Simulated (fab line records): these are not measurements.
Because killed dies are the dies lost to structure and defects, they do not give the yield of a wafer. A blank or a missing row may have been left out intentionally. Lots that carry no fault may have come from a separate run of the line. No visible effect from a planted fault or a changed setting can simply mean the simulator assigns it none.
fab line records	flow gf180mcu
record: lots: 5	wafers: 23
route steps=602 shown STI@8 NWELL@45 LVPWELL@62 VT_IMPLANT@92 HV_LDD@178
start-h: start of the lot's first displayed wafer, in hours after the record's first day	wait-h: hours elapsed since this lot's preceding step	" same as the row above	L1.1+2: a single row standing in for several wafers	- no value present, or no start provided	* or withheld: withheld	< > ~ a bound
route shown NAME@n: NAME is a module with steps in the file, n the number in the route of the first one	usual: mean/standard deviation taken from wafers without a fault	same: alike in all rows	chamber/n: place in a boat	sites: the reading at each site	_std_site: standard deviation across them	_edge_site: mean of outer sites minus mean of inner sites	radius-mm: how far each site lies from the wafer's centre	mask NAME#n: copy n	behind: the most recent tool/chamber to have shaped the wafer	hold: reason for holding the lot/hours on hold/outcome of the hold	device: the n, p or np transistor that did not switch	end of line: tests of these same wafers at the route's end	for a step that has no rows: nothing shown but its recipe	killed: not the wafer's yield, but the dies lost to structure and defects at the first sort	map: shows each die of a wafer: x if killed, . if not, _ if none is there
set.NAME: the setting the step ran with; set.NAME@STEP: the setting that earlier step ran with	model.NAME: the simulator's own value behind a step, which no gauge read
lots with deliberately changed settings; one table per step, one row per wafer
== steps ==
step: GF_STI_COAT_07
recipe: resist: KrF	spin-rpm: withheld	resist-thk-nm: 700
lot.wafer	tool	chamber	start-h	wait-h	set.resist-thk-nm	model.KrF_of_STI_COAT_07.thk-nm
L075.1	litho-track-03	0	23.37	0.1	700	700.6
L075.3	"	0	"	"	700	702.4
L075.4	"	0	"	"	700	703.4
L075.5	"	0	"	"	700	700.9
L075.6	"	0	"	"	700	701.4
L076.1	litho-track-03	0	29.22	0.1	687.1	692.1
L076.3	"	0	"	"	687.1	688.6
L076.4	"	0	"	"	700	701.5
L076.5	"	0	"	"	700	699.6
L076.6	"	0	"	"	687.1	689.6
L079.2	litho-track-02	0	44.66	0.1	700	698.2
L079.5	"	0	"	"	700	698.3
L079.6	"	0	"	"	700	698.7
L082.1	litho-track-02	0	59.78	0.1	700	698.9
L082.3	"	0	"	"	700	700.8
L082.4	"	0	"	"	710.8	712.4
L082.5	"	0	"	"	710.8	714.9
L082.6	"	0	"	"	710.8	712.5
L084.2	litho-track-02	0	69.71	0.1	678.9	678.8
L084.3	"	0	"	"	700	700.4
L084.4	"	0	"	"	700	700
L084.5	"	0	"	"	678.9	677.7
L084.6	"	0	"	"	678.9	679.1
step: GF_STI_SOFTBAKE_08
recipe: temp-c: 130	time-s: 60	resist: KrF
step: GF_STI_EXPOSE_09
recipe: mask-id: COMP	target-cd-nm: 220	na: 0.68	source-shape: conventional	sigma-outer: 0.6	dose-mj: 28.23
step: GF_STI_DEVELOP_11
recipe: develop-time-s: 60	dev-temp-c: 21
step: GF_STI_ETCH_13
recipe: chemistry: CHF3/O2	stop-on: Si	over-etch-frac: 0.3	target-depth-a: 2823.1	source-w: 600	bias-w: 200	pressure-mtorr: 40	chf3-flow-sccm: 50	O2_flow_sccm: 5	time-s: 112.9
lot.wafer	tool	chamber	start-h	wait-h	set.resist-thk-nm@STI_COAT_07	model.KrF_of_STI_COAT_07.thk-nm
L075.1	rie-diel-01	0	29.99	0.1	700	439.7
L075.3+6	"	1,3	"	"	700	440.5
L075.4	"	3	"	"	700	442.9
L075.5	"	2	"	"	700	438.2
L076.1	rie-diel-04	2	35.54	0.1	687.1	433.6
L076.3	"	3	"	"	687.1	425.8
L076.4	"	1	"	"	700	440.4
L076.5	"	0	"	"	700	439.7
L076.6	"	3	"	"	687.1	422.9
L079.2	rie-diel-04	3	50.89	0.1	700	432.8
L079.5	"	0	"	"	700	438.5
L079.6	"	1	"	"	700	435.5
L082.1	rie-diel-04	3	66.64	0.1	700	436.4
L082.3	"	2	"	"	700	440.7
L082.4	"	0	"	"	710.8	455.8
L082.5	"	1	"	"	710.8	455.3
L082.6	"	0	"	"	710.8	454.6
L084.2	rie-diel-04	3	76.83	0.1	678.9	409.9
L084.3	"	2	"	"	700	437.4
L084.4	"	0	"	"	700	440
L084.5	"	3	"	"	678.9	411.5
L084.6	"	0	"	"	678.9	419
step: GF_STI_ETCH_14
recipe: target: Si	chemistry: HBr/Cl2/O2	target-depth-nm: 360	icp-w: 600	bias-w: 150	pressure-mtorr: 15	HBr_flow_sccm: 150	Cl2_flow_sccm: 40	O2_flow_sccm: 6	time-s: 102.9
lot.wafer	tool	chamber	start-h	wait-h	set.bias-w	set.resist-thk-nm@STI_COAT_07	model.KrF_of_STI_COAT_07.thk-nm
L075.1	rie-si-01	3	30.07	0.0	150	700	317.9
L075.3	"	2	"	"	157.1	700	318.3
L075.4	"	1	"	"	157.1	700	321
L075.5	"	2	"	"	150	700	316.5
L075.6	"	3	"	"	157.1	700	317
L076.1	rie-si-01	0	35.62	0.0	150	687.1	315.2
L076.3	"	2	"	"	165.6	687.1	300
L076.4	"	3	"	"	150	700	319.3
L076.5	"	1	"	"	150	700	318.7
L076.6	"	2	"	"	165.6	687.1	297.2
L079.2	rie-si-02	0	50.97	0.0	150	700	309.2
L079.5	"	3	"	"	150	700	316.1
L079.6	"	0	"	"	150	700	310
L082.1	rie-si-01	2	66.71	0.0	164.3	700	310.6
L082.3	"	3	"	"	150	700	319.6
L082.4	"	1	"	"	150	710.8	336.5
L082.5	"	0	"	"	150	710.8	336.9
L082.6	"	3	"	"	164.3	710.8	329.4
L084.2	rie-si-02	1	76.91	0.0	150	678.9	290.3
L084.3	"	3	"	"	160.8	700	313.1
L084.4	"	2	"	"	150	700	319.6
L084.5	"	0	"	"	160.8	678.9	286
L084.6	"	1	"	"	160.8	678.9	295.8
step: GF_STI_STRIP_15
recipe: chemistry: O2/N2	power-w: 1400	pressure-mtorr: 1500	platen-temp-c: 250	o2-flow-sccm: 3000	n2-flow-sccm: 300	overash-fraction: 0.5
usual: strip-time-to-endpoint-s: 3.71/0.045
lot.wafer	tool	chamber	start-h	wait-h	set.resist-thk-nm@STI_COAT_07	strip-time-to-endpoint-s
L075.1	plasma-asher-01	0	30.14	0.0	700	3.71
L075.3	"	1	"	"	700	3.71
L075.4	"	0	"	"	700	3.73
L075.5	"	1	"	"	700	3.69
L075.6	"	0	"	"	700	3.71
L076.1	plasma-asher-04	0	35.70	0.0	687.1	3.67
L076.3	"	0	"	"	687.1	3.51
L076.4	"	1	"	"	700	3.73
L076.5	"	1	"	"	700	3.71
L076.6	"	0	"	"	687.1	3.47
L079.2	plasma-asher-03	0	51.08	0.1	700	3.60
L079.5	"	0	"	"	700	3.69
L079.6	"	1	"	"	700	3.61
L082.1	plasma-asher-03	1	66.79	0.0	700	3.63
L082.3	"	1	"	"	700	3.73
L082.4	"	0	"	"	710.8	3.89
L082.5	"	1	"	"	710.8	3.91
L082.6	"	0	"	"	710.8	3.82
L084.2	plasma-asher-01	0	76.99	0.0	678.9	3.42
L084.3	"	0	"	"	700	3.68
L084.4	"	1	"	"	700	3.73
L084.5	"	1	"	"	678.9	3.35
L084.6	"	0	"	"	678.9	3.48
step: GF_NWELL_SOFTBAKE_03
recipe: temp-c: 110	time-s: withheld
lot.wafer	tool	chamber	start-h	wait-h	set.temp-c
L075.1+3+5	litho-track-02	0	53.68	0.1	110
L075.4+6	"	0	"	"	107.1
L076.1+5+6	litho-track-02	0	62.43	0.1	110
L076.3+4	"	0	"	"	107.3
L079.2+5+6	litho-track-02	0	75.51	0.1	110
L082.1+3+5	litho-track-02	0	90.98	0.1	112
L082.4+6	"	0	"	"	110
L084.2+3+5	litho-track-01	0	105.56	0.1	110
L084.4+6	"	0	"	"	108.4
step: GF_NWELL_EXPOSE_04
recipe: mask-id: Nwell	target-cd-nm: 860	na: 0.6	source-shape: conventional	sigma-outer: 0.6	dose-mj: 260
step: GF_NWELL_PEB_05
recipe: temp-c: 115	time-s: withheld
step: GF_NWELL_IMPLANT_08
recipe: species: P	energy-kev: 450	dose-cm2: 1.5e+13	tilt-deg: 0
step: GF_NWELL_IMPLANT_09
recipe: species: P	energy-kev: 160	dose-cm2: 4e+12	tilt-deg: 0
step: GF_NWELL_STRIP_10
recipe: chemistry: O2/N2	power-w: 1400	pressure-mtorr: 1500	platen-temp-c: 250	o2-flow-sccm: 3000	n2-flow-sccm: 300	overash-fraction: 0.5
usual: strip-time-to-endpoint-s: 36.89/0.078
lot.wafer	tool	chamber	start-h	wait-h	set.temp-c@NWELL_SOFTBAKE_03	strip-time-to-endpoint-s
L075.1	plasma-asher-04	1	60.77	0.1	110	36.71
L075.3	"	1	"	"	110	36.78
L075.4	"	0	"	"	107.1	37.08
L075.5	"	0	"	"	110	36.83
L075.6	"	1	"	"	107.1	37.04
L076.1	plasma-asher-04	0	69.40	0.1	110	36.84
L076.3	"	1	"	"	107.3	37.18
L076.4	"	0	"	"	107.3	37.11
L076.5	"	1	"	"	110	36.83
L076.6	"	0	"	"	110	37.00
L079.2	plasma-asher-02	1	82.32	0.1	110	36.93
L079.5	"	0	"	"	110	36.85
L079.6	"	1	"	"	110	36.90
L082.1	plasma-asher-02	0	97.87	0.1	112	36.70
L082.3	"	0	"	"	112	36.75
L082.4	"	1	"	"	110	36.86
L082.5	"	1	"	"	112	36.78
L082.6	"	0	"	"	110	36.89
L084.2	plasma-asher-03	1	112.02	0.1	110	36.82
L084.3	"	0	"	"	110	36.84
L084.4	"	1	"	"	108.4	37.01
L084.5	"	1	"	"	110	36.89
L084.6	"	0	"	"	108.4	36.92
step: GF_LVPWELL_IMPLANT_08
recipe: species: B	energy-kev: 170	dose-cm2: 1.5e+13	tilt-deg: 0
lot.wafer	tool	chamber	start-h	wait-h	set.dose-cm2
L075.1+3	implanter-02	0	74.17	0.0	1.5e+13
L075.4+5+6	"	0	"	"	1.622e+13
L076.1+3+5	implanter-02	0	82.72	0.0	1.326e+13
L076.4+6	"	0	"	"	1.5e+13
L079.2+5+6	implanter-04	0	96.06	0.0	1.5e+13
L082.1+3+4+5+6	implanter-04	0	111.19	0.0	1.5e+13
L084.2+3+4+5+6	implanter-01	0	127.03	0.0	1.5e+13
step: GF_LVPWELL_IMPLANT_09
recipe: species: B	energy-kev: 60	dose-cm2: 5e+12	tilt-deg: 0
step: GF_LVPWELL_STRIP_10
recipe: chemistry: O2/N2	power-w: 1400	pressure-mtorr: 1500	platen-temp-c: 250	o2-flow-sccm: 3000	n2-flow-sccm: 300	overash-fraction: 0.5
step: GF_LVPWELL_TW_MEAS_11
usual: LVPWELL_TW: 560/4.2
lot.wafer	tool	chamber	start-h	wait-h	set.dose-cm2@LVPWELL_IMPLANT_08	LVPWELL_TW
L075.1	film-metro-03	-	74.57	0.1	1.5e+13	560
L075.3	"	-	"	"	1.5e+13	557
L075.4	"	-	"	"	1.622e+13	567
L075.5	"	-	"	"	1.622e+13	567
L075.6	"	-	"	"	1.622e+13	571
L076.1	film-metro-03	-	83.12	0.1	1.326e+13	541
L076.3	"	-	"	"	1.326e+13	542
L076.4	"	-	"	"	1.5e+13	556
L076.5	"	-	"	"	1.326e+13	542
L076.6	"	-	"	"	1.5e+13	557
L079.2	film-metro-02	-	96.45	0.1	1.5e+13	557
L079.5	"	-	"	"	1.5e+13	557
L079.6	"	-	"	"	1.5e+13	558
L082.1	film-metro-01	-	111.65	0.1	1.5e+13	567
L082.3	"	-	"	"	1.5e+13	566
L082.4	"	-	"	"	1.5e+13	568
L082.5	"	-	"	"	1.5e+13	567
L082.6	"	-	"	"	1.5e+13	563
L084.2	film-metro-03	-	127.42	0.1	1.5e+13	556
L084.3	"	-	"	"	1.5e+13	554
L084.4	"	-	"	"	1.5e+13	554
L084.5	"	-	"	"	1.5e+13	556
L084.6	"	-	"	"	1.5e+13	557
step: GF_VT_IMPLANT_COAT_02
recipe: resist: NOVOLAK	spin-rpm: 3000	resist-thk-nm: 1000
lot.wafer	tool	chamber	start-h	wait-h	set.spin-rpm	model.NOVOLAK_of_VT_IMPLANT_COAT_02.thk-nm
L075.1	litho-track-02	0	108.83	0.1	3000	997.4
L075.3	"	0	"	"	3000	998
L075.4	"	0	"	"	3149	976.3
L075.5	"	0	"	"	3149	973
L075.6	"	0	"	"	3000	999.1
L076.1+6	litho-track-03	0	118.81	0.1	3000	1005
L076.3+4	"	0	"	"	3000	1003
L076.5	"	0	"	"	3000	1004
L079.2	litho-track-03	0	132.29	0.1	3000	999.9
L079.5	"	0	"	"	3000	999.3
L079.6	"	0	"	"	3000	998.5
L082.1	litho-track-01	0	150.23	0.1	3000	1004
L082.3	"	0	"	"	3177	975.4
L082.4	"	0	"	"	3177	974.2
L082.5	"	0	"	"	3000	1007
L082.6	"	0	"	"	3177	975.5
L084.2	litho-track-01	0	166.60	0.1	3000	1002
L084.3	"	0	"	"	3000	997.2
L084.4	"	0	"	"	3000	1001
L084.5	"	0	"	"	2853	1027
L084.6	"	0	"	"	2853	1026
step: GF_VT_IMPLANT_IMPLANT_08
recipe: species: BF2	energy-kev: 20	dose-cm2: 8.29e+12	tilt-deg: 7
lot.wafer	tool	chamber	start-h	wait-h	set.energy-kev	model.implant.rp-nm	model.implant.drp-nm
L075.1+3+4	implanter-01	0	115.77	0.0	20	17.57	9.752
L075.5+6	"	0	"	"	19.44	17.18	9.559
L076.1+5	implanter-01	0	126.12	0.0	20	16.93	9.752
L076.3+4+6	"	0	"	"	18.84	16.16	9.351
L079.2+5+6	implanter-01	0	139.99	0.0	20	17.98	9.752
L082.1+5+6	implanter-01	0	159.00	0.0	20	17.06	9.752
L082.3+4	"	0	"	"	20.93	17.67	10.07
L084.2+3+4+5+6	implanter-03	0	175.12	0.0	20	16.95	9.752
step: GF_VT_IMPLANT_STRIP_09
recipe: chemistry: O2/N2	power-w: 1400	pressure-mtorr: 1500	platen-temp-c: 250	o2-flow-sccm: 3000	n2-flow-sccm: 300	overash-fraction: 0.5
usual: strip-time-to-endpoint-s: 12.65/0.034
lot.wafer	tool	chamber	start-h	wait-h	set.spin-rpm@VT_IMPLANT_COAT_02	strip-time-to-endpoint-s
L075.1	plasma-asher-04	0	115.92	0.1	3000	12.59
L075.3	"	0	"	"	3000	12.61
L075.4	"	1	"	"	3149	12.37
L075.5	"	1	"	"	3149	12.31
L075.6	"	0	"	"	3000	12.61
L076.1	plasma-asher-03	0	126.27	0.1	3000	12.68
L076.3	"	1	"	"	3000	12.64
L076.4	"	0	"	"	3000	12.66
L076.5	"	1	"	"	3000	12.68
L076.6	"	0	"	"	3000	12.68
L079.2	plasma-asher-03	0	140.12	0.1	3000	12.62
L079.5	"	0	"	"	3000	12.63
L079.6	"	1	"	"	3000	12.61
L082.1	plasma-asher-02	0	159.15	0.1	3000	12.66
L082.3	"	1	"	"	3177	12.35
L082.4	"	0	"	"	3177	12.34
L082.5	"	0	"	"	3000	12.69
L082.6	"	1	"	"	3177	12.34
L084.2	plasma-asher-04	1	175.25	0.1	3000	12.66
L084.3	"	0	"	"	3000	12.61
L084.4	"	1	"	"	3000	12.64
L084.5	"	1	"	"	2853	12.86
L084.6	"	0	"	"	2853	12.88
step: GF_VT_IMPLANT_TW_MEAS_10
usual: VT_IMPLANT_TW: 566/3.9
lot.wafer	tool	chamber	start-h	wait-h	set.energy-kev@VT_IMPLANT_IMPLANT_08	VT_IMPLANT_TW
L075.1	film-metro-04	-	116.02	0.1	20	571
L075.3	"	-	"	"	20	573
L075.4	"	-	"	"	20	569
L075.5	"	-	"	"	19.44	567
L075.6	"	-	"	"	19.44	566
L076.1	film-metro-04	-	126.37	0.1	20	566
L076.3	"	-	"	"	18.84	556
L076.4	"	-	"	"	18.84	559
L076.5	"	-	"	"	20	568
L076.6	"	-	"	"	18.84	555
L079.2	film-metro-03	-	140.23	0.1	20	560
L079.5	"	-	"	"	20	557
L079.6	"	-	"	"	20	558
L082.1	film-metro-03	-	159.25	0.1	20	564
L082.3	"	-	"	"	20.93	572
L082.4	"	-	"	"	20.93	571
L082.5	"	-	"	"	20	565
L082.6	"	-	"	"	20	565
L084.2	film-metro-04	-	175.36	0.1	20	567
L084.3	"	-	"	"	20	569
L084.4	"	-	"	"	20	567
L084.5	"	-	"	"	20	568
L084.6	"	-	"	"	20	570
step: GF_VT_IMPLANT_SOFTBAKE_36
recipe: temp-c: 90	time-s: 60	resist: NOVOLAK
lot.wafer	tool	chamber	start-h	wait-h	set.temp-c
L075.1+5	litho-track-01	0	154.28	0.1	87.74
L075.3+4+6	"	0	"	"	90
L076.1+3+4+5+6	litho-track-01	0	164.73	0.1	90
L079.2+5+6	litho-track-02	0	179.35	0.1	90
L082.1+3+5	litho-track-02	0	200.33	0.1	87.37
L082.4+6	"	0	"	"	90
L084.2+5+6	litho-track-03	0	217.79	0.1	90
L084.3+4	"	0	"	"	88.06
step: GF_VT_IMPLANT_DEVELOP_39
recipe: develop-time-s: 60	dev-temp-c: 23
lot.wafer	tool	chamber	start-h	wait-h	set.develop-time-s
L075.1+6	litho-track-01	0	161.88	0.1	60
L075.3+4+5	"	0	"	"	66.82
L076.1+3+4+5+6	litho-track-03	0	173.06	0.1	60
L079.2+5+6	litho-track-01	0	187.95	0.1	60
L082.1+3+4+5+6	litho-track-03	0	208.86	0.1	60
L084.2+3+4+5+6	litho-track-01	0	226.35	0.1	60
step: GF_VT_IMPLANT_IMPLANT_41
recipe: species: As	energy-kev: 70	dose-cm2: 1.013e+12	tilt-deg: 7
step: GF_VT_IMPLANT_STRIP_42
recipe: chemistry: O2/N2	power-w: 1400	pressure-mtorr: 1500	platen-temp-c: 250	o2-flow-sccm: 3000	n2-flow-sccm: 300	overash-fraction: 0.5
usual: strip-time-to-endpoint-s: 12.813/0.028
lot.wafer	tool	chamber	start-h	wait-h	set.temp-c@VT_IMPLANT_SOFTBAKE_36	strip-time-to-endpoint-s
L075.1	plasma-asher-02	0	162.22	0.1	87.74	12.951
L075.3	"	0	"	"	90	12.841
L075.4	"	1	"	"	90	12.864
L075.5	"	1	"	"	87.74	12.935
L075.6	"	0	"	"	90	12.836
L076.1	plasma-asher-03	1	173.40	0.1	90	12.839
L076.3	"	0	"	"	90	12.844
L076.4	"	1	"	"	90	12.825
L076.5	"	1	"	"	90	12.807
L076.6	"	0	"	"	90	12.816
L079.2	plasma-asher-04	0	188.27	0.1	90	12.818
L079.5	"	0	"	"	90	12.789
L079.6	"	1	"	"	90	12.804
L082.1	plasma-asher-03	1	209.20	0.1	87.37	12.894
L082.3	"	0	"	"	87.37	12.886
L082.4	"	1	"	"	90	12.802
L082.5	"	1	"	"	87.37	12.944
L082.6	"	0	"	"	90	12.816
L084.2	plasma-asher-02	0	226.67	0.1	90	12.823
L084.3	"	0	"	"	88.06	12.887
L084.4	"	1	"	"	88.06	12.840
L084.5	"	0	"	"	90	12.793
L084.6	"	1	"	"	90	12.786
step: GF_HV_LDD_COAT_02
recipe: resist: NOVOLAK	spin-rpm: 3000	resist-thk-nm: 1000
lot.wafer	tool	chamber	start-h	wait-h	set.spin-rpm	model.NOVOLAK_of_HV_LDD_COAT_02.thk-nm
L075.1+4	litho-track-01	0	212.33	0.1	2931	1015
L075.3	"	0	"	"	3000	1001
L075.5+6	"	0	"	"	3000	1002
L076.1+3	litho-track-01	0	223.23	0.1	2933	1009
L076.4	"	0	"	"	3000	999.6
L076.5	"	0	"	"	2933	1010
L076.6	"	0	"	"	3000	1002
L079.2	litho-track-01	0	239.55	0.1	3000	994.4
L079.5	"	0	"	"	3000	997
L079.6	"	0	"	"	3000	999
L082.1	litho-track-01	0	262.33	0.1	3213	962.5
L082.3	"	0	"	"	3213	959.7
L082.4	"	0	"	"	3000	997.8
L082.5	"	0	"	"	3000	994.9
L082.6	"	0	"	"	3213	964.6
L084.2	litho-track-04	0	287.69	0.1	3000	1001
L084.3	"	0	"	"	3000	999.3
L084.4	"	0	"	"	2861	1025
L084.5	"	0	"	"	3000	999.8
L084.6	"	0	"	"	2861	1024
step: GF_HV_LDD_SOFTBAKE_03
recipe: temp-c: 90	time-s: 60	resist: NOVOLAK
step: GF_HV_LDD_EXPOSE_04
recipe: mask-id: Nplus_LV_AREA	target-cd-nm: 400	na: 0.6	source-shape: conventional	sigma-outer: 0.6	dose-mj: 140
step: GF_HV_LDD_IMPLANT_09
recipe: species: As	energy-kev: 40	dose-cm2: 1e+14	tilt-deg: 7
step: GF_HV_LDD_STRIP_10
recipe: chemistry: O2/N2	power-w: 1400	pressure-mtorr: 1500	platen-temp-c: 250	o2-flow-sccm: 3000	n2-flow-sccm: 300	overash-fraction: 0.5
usual: strip-time-to-endpoint-s: 12.62/0.039
lot.wafer	tool	chamber	start-h	wait-h	set.spin-rpm@HV_LDD_COAT_02	strip-time-to-endpoint-s
L075.1	plasma-asher-03	0	221.67	0.1	2931	12.81
L075.3	"	1	"	"	3000	12.65
L075.4	"	0	"	"	2931	12.80
L075.5	"	1	"	"	3000	12.65
L075.6	"	0	"	"	3000	12.65
L076.1	plasma-asher-03	0	233.03	0.1	2933	12.73
L076.3	"	1	"	"	2933	12.73
L076.4	"	0	"	"	3000	12.62
L076.5	"	1	"	"	2933	12.75
L076.6	"	0	"	"	3000	12.67
L079.2	plasma-asher-01	1	249.48	0.1	3000	12.56
L079.5	"	1	"	"	3000	12.59
L079.6	"	0	"	"	3000	12.61
L082.1	plasma-asher-01	1	272.87	0.1	3213	12.19
L082.3	"	1	"	"	3213	12.15
L082.4	"	0	"	"	3000	12.61
L082.5	"	1	"	"	3000	12.57
L082.6	"	0	"	"	3213	12.22
L084.2	plasma-asher-03	1	297.63	0.1	3000	12.62
L084.3	"	0	"	"	3000	12.63
L084.4	"	1	"	"	2861	12.84
L084.5	"	1	"	"	3000	12.63
L084.6	"	0	"	"	2861	12.85
== key ==
split: step: GF_STI_COAT_07	setting: resist-thk-nm	stated: 700	by: wafer
response: step: GF_STI_COAT_07	reading: model.KrF_of_STI_COAT_07.thk-nm	change: +7.08	per: 1%	r: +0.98
response: step: GF_STI_ETCH_13	reading: model.KrF_of_STI_COAT_07.thk-nm	change: +8.42	per: 1%	r: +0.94
response: step: GF_STI_ETCH_14	reading: model.KrF_of_STI_COAT_07.thk-nm	change: +9.04	per: 1%	r: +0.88
response: step: GF_STI_STRIP_15	reading: strip-time-to-endpoint-s	change: *	per: 1%	r: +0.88
split: step: GF_STI_ETCH_14	setting: bias-w	stated: 150	by: wafer
response none clear
split: step: GF_NWELL_SOFTBAKE_03	setting: temp-c	stated: 110	by: wafer
response: step: GF_NWELL_STRIP_10	reading: strip-time-to-endpoint-s	change: *	per: 1%	r: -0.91
split: step: GF_LVPWELL_IMPLANT_08	setting: dose-cm2	stated: 1.5e+13	by: wafer
response: step: GF_LVPWELL_TW_MEAS_11	reading: LVPWELL_TW	change: +1.28	per: 1%	r: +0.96
split: step: GF_VT_IMPLANT_COAT_02	setting: spin-rpm	stated: 3000	by: wafer
response: step: GF_VT_IMPLANT_COAT_02	reading: model.NOVOLAK_of_VT_IMPLANT_COAT_02.thk-nm	change: -5.09	per: 1%	r: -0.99
response: step: GF_VT_IMPLANT_STRIP_09	reading: strip-time-to-endpoint-s	change: *	per: 1%	r: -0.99
split: step: GF_VT_IMPLANT_IMPLANT_08	setting: energy-kev	stated: 20	by: wafer
response: step: GF_VT_IMPLANT_IMPLANT_08	reading: model.implant.rp-nm	change: +0.133	per: 1%	r: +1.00
response: step: GF_VT_IMPLANT_IMPLANT_08	reading: model.implant.drp-nm	change: +0.0687	per: 1%	r: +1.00
response: step: GF_VT_IMPLANT_TW_MEAS_10	reading: VT_IMPLANT_TW	change: +1.61	per: 1%	r: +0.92
split: step: GF_VT_IMPLANT_SOFTBAKE_36	setting: temp-c	stated: 90	by: wafer
response: step: GF_VT_IMPLANT_STRIP_42	reading: strip-time-to-endpoint-s	change: *	per: 1%	r: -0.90
split: step: GF_VT_IMPLANT_DEVELOP_39	setting: develop-time-s	stated: 60	by: wafer
response none clear
split: step: GF_HV_LDD_COAT_02	setting: spin-rpm	stated: 3000	by: wafer
response: step: GF_HV_LDD_COAT_02	reading: model.NOVOLAK_of_HV_LDD_COAT_02.thk-nm	change: -4.92	per: 1%	r: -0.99
response: step: GF_HV_LDD_STRIP_10	reading: strip-time-to-endpoint-s	change: *	per: 1%	r: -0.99
